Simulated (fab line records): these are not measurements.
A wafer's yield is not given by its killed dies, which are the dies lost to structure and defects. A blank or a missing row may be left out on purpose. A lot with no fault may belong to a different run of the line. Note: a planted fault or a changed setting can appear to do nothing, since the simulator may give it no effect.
Code-filled problem report in 8D (eight disciplines) form ; flow gf180mcu ; the parts of the form that need people (team, actions taken, sign-off) are left out

1. PROBLEM STATEMENT
Wafers without a fault read 399.5 nm, standard deviation 2.3; cd-nm at GF_PSD_CD_MEAS_07 reads a mean of 416.4 nm on 2 wafers belonging to 2 lots. That is +7.3 standard deviations from the usual mean.
The step: target cd 400 nm.
First observed at day 16 03:58: wafer L960.4, on cd-sem-02. At this step, 42 wafers from 14 lots have a number in the record. By rule, "out" or "out of limits" means more than 4 standard deviations away from the usual mean. The rest of the wafers with a number are treated as sound.

2. WHAT THIS IS AND IS NOT
question;is;is not
which readings at this step;cd-nm;-
which lots;L960, L961;L954, L956, L957, L968, L969, L970, L971, L972, L973, L975, L976, L977
which wafers of those lots;L960.4, L961.2;L960.1, L960.5, L961.1, L961.3
read on which gauges;cd-sem-02;cd-sem-01
when;from day 16 03:58;"up to then (11 sound wafers); but 29 sound wafers of L961, L968, L969, L970, L971, L972, L973, L975, L976, L977 came after"

3. WHAT RULES OUT EACH SUSPECT
Counting: a tool at a process step up to the reading stays a suspect if it ran every lot that is out. Sound lots after the first of them don't rule it out here, since some wafers of a struck lot are sound.
- the gauge at GF_PSD_CD_MEAS_07: kept. All the wafers that are out were read on cd-sem-02, and no step on other tools shows them out.
- litho-track-02 at GF_PSD_DEVELOP_06 (develop time 60 s): kept. Every lot that is out went through it, the first being L960 (day 16 03:49); the last sound lot it ran before that was L957 (day 15 10:22).
Left after counting: litho-track-02 at GF_PSD_DEVELOP_06, cd-sem-02 at GF_PSD_CD_MEAS_07.

4. THE CAUSE (what the simulator had put in)
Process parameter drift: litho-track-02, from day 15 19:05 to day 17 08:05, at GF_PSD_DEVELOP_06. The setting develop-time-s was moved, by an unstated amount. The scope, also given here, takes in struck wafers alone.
Of the 2 suspects that counting leaves, this tool is one.

5. SEQUENCE OF EFFECTS, ordered by route
One row per reading whose mean, taken over the struck wafers that have a number, lies over 3 standard deviations from the usual. Readings are gone through only where the record gives a usual standard deviation; hours: the median, over the lots, of the time from a lot's start at the first step in this table giving one to that lot's start at this step; sigmas: the change measured in usual standard deviations.
hours;step;reading;usual;on struck wafers;change;sigmas
0;GF_PSD_CD_MEAS_07;cd-nm;399.5 nm;416.4;+16.9;+7.3
Later steps that measure or inspect, where all struck wafers having a row at the step show a number for every such reading and not one has moved that far: GF_CONTACT_CD_MEAS_14, GF_M1_OVL_MEAS_15.

6. WHAT WOULD HAVE CAUGHT IT SOONER
Counted from the fault's start at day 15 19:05, it took 9 hours until the first out-of-limits reading at a measuring or inspecting step in this record, taken at day 16 03:58.
L961, from the lots that are out (2), started GF_PSD_DEVELOP_06 on litho-track-02 later than day 16 03:58. Had the tool been put on hold then, it would have been spared.
